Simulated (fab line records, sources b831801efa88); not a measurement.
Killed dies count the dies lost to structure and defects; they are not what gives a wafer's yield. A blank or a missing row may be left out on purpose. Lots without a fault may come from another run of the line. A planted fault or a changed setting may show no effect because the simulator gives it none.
Which of the tools did it? ; flow gf180mcu ; 13 lots with 37 wafers sampled at 3 steps, on a route of 602 steps

## WHAT EACH GAUGE READ, for each wafer
GF_M4_RS_MEAS_05: measures by four-point-probe. Usual: for M4_ALCU_RS the level is 0.0698 ohm/sq and the standard deviation is 0.00091.
lot;measured;on;M4_ALCU_RS (ohm/sq);flag
L300;day 23 01:40;film metro-02;0.0679 0.0704 0.0699;
L301;day 23 08:34;film metro-03;0.0689 0.0694 0.0703;
L302;day 23 16:43;film metro-03;0.0713 0.0721 0.0717;
L303;day 24 07:55;film metro-02;0.0704 0.0700 0.0707;
L304;day 24 12:34;film metro-01;0.0696 0.0698 0.0706;
L305;day 24 20:46;film metro-03;0.0683 0.0694 0.0690;
L307;day 25 15:02;film metro-02;0.0706 0.0709 0.0710;
L309;day 26 08:24;film metro-03;0.0702 0.0698 0.0712;
L311;day 26 21:27;film metro-01;0.0702 0.0696;
L312;day 27 02:49;film metro-02;0.0703 0.0700 0.0704;
L313;day 27 08:56;film metro-02;0.0695 0.0699;
L316;day 28 12:42;film metro-01;0.0699 0.0699 0.0702;
L320;day 29 15:08;film metro-01;0.0695 0.0693 0.0694;

## WHAT TOOL EACH LOT RAN ON (gives the tool, then ch and the chambers of the sampled wafers, and finally the start)
lot;GF_V3_CMP_04;GF_M4_SPUTTER_01
L300;cmp-02 ch 2,3, day 22 00:20;pvd sputter-04, day 23 01:32
L301;cmp-01 ch 0,1,3, day 22 07:08;pvd sputter-04, day 23 08:27
L302;cmp-01 ch 0,2,3, day 22 15:48;pvd sputter-03, day 23 16:36
L303;cmp-02 ch 0,2,3, day 23 06:45;pvd sputter-04, day 24 07:48
L304;cmp-02 ch 1,2,3, day 23 12:42;pvd sputter-03, day 24 12:27
L305;cmp-02 ch 2,3, day 23 20:34;pvd sputter-01, day 24 20:38
L307;cmp-02 ch 1,2,3, day 24 14:48;pvd sputter-03, day 25 14:55
L309;cmp-02 ch 0,1, day 25 08:53;pvd sputter-04, day 26 08:14
L311;cmp-02 ch 2,3, day 25 21:59;pvd sputter-01, day 26 21:20
L312;cmp-01 ch 0,1,3, day 26 04:14;pvd sputter-03, day 27 02:41
L313;cmp-02 ch 1,3, day 26 10:07;pvd sputter-04, day 27 08:46
L316;cmp-02 ch 0,3, day 27 14:02;pvd sputter-03, day 28 12:32
L320;cmp-01 ch 0,1, day 28 17:44;pvd sputter-04, day 29 14:58
- GF_V3_CMP_04: polishes SiO2.
- GF_M4_SPUTTER_01: material TiN, target thk 30 nm, time 25 s.

## AS READ BY THE TOOLS THEMSELVES (means over the sampled wafers that have a number; for cases with no such wafer, the mark the record gives instead)
GF_V3_CMP_04. Usual: motor current A 11.7 A, standard deviation 0.85; time to endpoint s 84 s, standard deviation 5.4.
lot;tool;motor current A (A);time to endpoint s (s);flag
L300;cmp-02;11.6;88;
L301;cmp-01;11.5;77;
L302;cmp-01;12.4;79;
L303;cmp-02;11.3;83;
L304;cmp-02;11.5;83;
L305;cmp-02;11.8;84;
L307;cmp-02;12.1;87;
L309;cmp-02;11.6;81;
L311;cmp-02;11.4;85;
L312;cmp-01;11.7;80;
L313;cmp-02;11.1;89;
L316;cmp-02;11.0;90;
L320;cmp-01;12.0;85;

GF_M4_SPUTTER_01. Usual: cathode dc power W 6500.1 W, standard deviation 1.2; throttle valve pct 30.1 %, standard deviation 0.78.
lot;tool;cathode dc power W (W);throttle valve pct (%);flag
L300;pvd sputter-04;6499.8;29.9;
L301;pvd sputter-04;6498.5;30.8;
L302;pvd sputter-03;6499.9;29.3;
L303;pvd sputter-04;6500.0;30.0;
L304;pvd sputter-03;6500.3;30.3;
L305;pvd sputter-01;6499.5;29.7;
L307;pvd sputter-03;6500.2;29.7;
L309;pvd sputter-04;6501.1;30.8;
L311;pvd sputter-01;6499.6;29.5;
L312;pvd sputter-03;6500.0;29.7;
L313;pvd sputter-04;6500.6;29.6;
L316;pvd sputter-03;6500.8;30.1;
L320;pvd sputter-04;6500.1;30.5;

## THE ANSWER, worked out from the rows above alone
Rule: lot off if the mean of its wafers having a number is beyond 3 standard deviations from the usual mean. A lot without any number at a reading at which 4 lots or more have one is off too. Where the step has rows for the other lots, those lots are counted as sound. After the gauges, taken in route order, come the tools' own readings; for these a lot's mean is taken, as printed above. The first step at which some lot is off is used, and at that step the reading that is off furthest; a lot without a number counts as furthest.
None of the lots is off at any reading shown; this tells nothing.

## WHAT THE SIMULATOR HAD INSERTED
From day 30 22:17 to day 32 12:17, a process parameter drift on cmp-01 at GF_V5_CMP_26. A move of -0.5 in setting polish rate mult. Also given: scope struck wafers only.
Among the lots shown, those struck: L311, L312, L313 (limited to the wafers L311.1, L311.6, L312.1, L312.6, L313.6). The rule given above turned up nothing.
